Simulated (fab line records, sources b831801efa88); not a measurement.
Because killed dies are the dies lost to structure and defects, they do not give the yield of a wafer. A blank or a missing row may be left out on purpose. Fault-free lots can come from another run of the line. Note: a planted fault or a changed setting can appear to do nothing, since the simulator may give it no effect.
8D (eight disciplines) problem report, filled in by code -- flow gf180mcu -- the parts of the form that need people (team, actions taken, sign-off) are left out

1. WHAT WENT WRONG
Across 6 wafers from 2 lots, PSD_TW at GF_PSD_TW_MEAS_11 averages 2055, while fault-free wafers read 3160 with a standard deviation of 36. Relative to the usual mean, that is a shift of -31 standard deviations.
First seen on wafer L442.2, day 21 14:28, on filmMetro-01. Wafers with a number at this step in the record: 30, from 10 lots. Rule for "out", or "out of limits": more than 4 standard deviations from the usual mean. Any other wafer with a number is counted as sound.

2. WHAT THIS IS AND IS NOT
question,is,is not
which readings at this step,PSD_TW,-
which lots,"L442, L443","L424, L429, L430, L432, L433, L434, L437, L444"
which wafers of those lots,all that have a number,-
read on which gauges,"filmMetro-01, filmMetro-04",filmMetro-02
when,from day 21 14:28,up to then (21 sound wafers); but 3 sound wafers of L444 came after

3. THE SUSPECTS, EACH WITH WHAT RULES IT OUT
Counting: any tool at a process step up to the reading is kept as a suspect provided that every lot that is out went through it and no sound lot did after the first of them.
- ruled out: the gauge at GF_PSD_TW_MEAS_11. The wafers that are out were read on 2 gauges (filmMetro-01, filmMetro-04).
- plasmaAsher-02 at GF_HV_LDD_STRIP_22 (strips in O2/N2): kept. It processed each lot that is out, first L442 at day 17 10:25, and no sound lot thereafter; up to then, the last sound lot it processed was L430 at day 13 12:52.
- implanter-02 at GF_PSD_IMPLANT_09: kept. It processed each lot that is out, first L442 at day 21 14:14, and no sound lot thereafter; up to then, the last sound lot it processed was L437 at day 20 01:58. Its own readings are out on those wafers: doseIonsCm2, endStationPressureTorr, faradayCurrentUA.
What counting leaves: plasmaAsher-02 at GF_HV_LDD_STRIP_22 and implanter-02 at GF_PSD_IMPLANT_09.

4. THE CAUSE (what the simulator had put in)
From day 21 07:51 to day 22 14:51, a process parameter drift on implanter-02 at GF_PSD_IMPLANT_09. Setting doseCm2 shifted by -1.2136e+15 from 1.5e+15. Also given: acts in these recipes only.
This tool is one of the 2 suspects left after counting.

5. THE EFFECT CHAIN, in route order
One row per reading whose mean, taken over the struck wafers that have a number, lies over 3 standard deviations from the usual. Only readings whose record carries a usual standard deviation are examined. hours: median over the lots of the time between each lot's start at the first step of this table that gives one and its start at this step. sigmas: the change, counted in usual standard deviations.
hours,step,reading,usual,on struck wafers,change,sigmas
0,GF_PSD_IMPLANT_09,doseIonsCm2,1.5002e+15,2.8693e+14,-1.2133e+15,-99 or more
0,GF_PSD_IMPLANT_09,endStationPressureTorr,1.17e-05 Torr,6.43e-06,-5.27e-06,-9.4
0,GF_PSD_IMPLANT_09,faradayCurrentUA,8243,1633,-6610,-37
0,GF_PSD_STRIP_10,oesProductAu,0.592 a.u.,0.711,+0.119,+26
0,GF_PSD_STRIP_10,stripTimeToEndpointS,16.54 s,12.63,-3.91,-98
0,GF_PSD_TW_MEAS_11,PSD_TW,3160,2055,-1105,-31
1,GF_PSD_RS_MEAS_15,PSD_RS,108.45 ohm/sq,366.19,+257.74,+99 or more
Its process steps:
- GF_PSD_IMPLANT_09
- GF_PSD_STRIP_10: strips in O2/N2.

6. HOW IT WOULD HAVE BEEN CAUGHT EARLIER
Counted from the fault's start at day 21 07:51, it took 7 hours until the first out-of-limits reading at a measuring or inspecting step in this record, taken at day 21 14:28.
At GF_PSD_IMPLANT_09, the tool's own readings (doseIonsCm2, endStationPressureTorr, faradayCurrentUA) were out on each struck wafer the step has a row for, so an alarm limit on them would have fired on the first such wafer.
L443, from the lots that are out (2), started GF_PSD_IMPLANT_09 on implanter-02 later than day 21 14:28. Had the tool been put on hold then, it would have been spared.
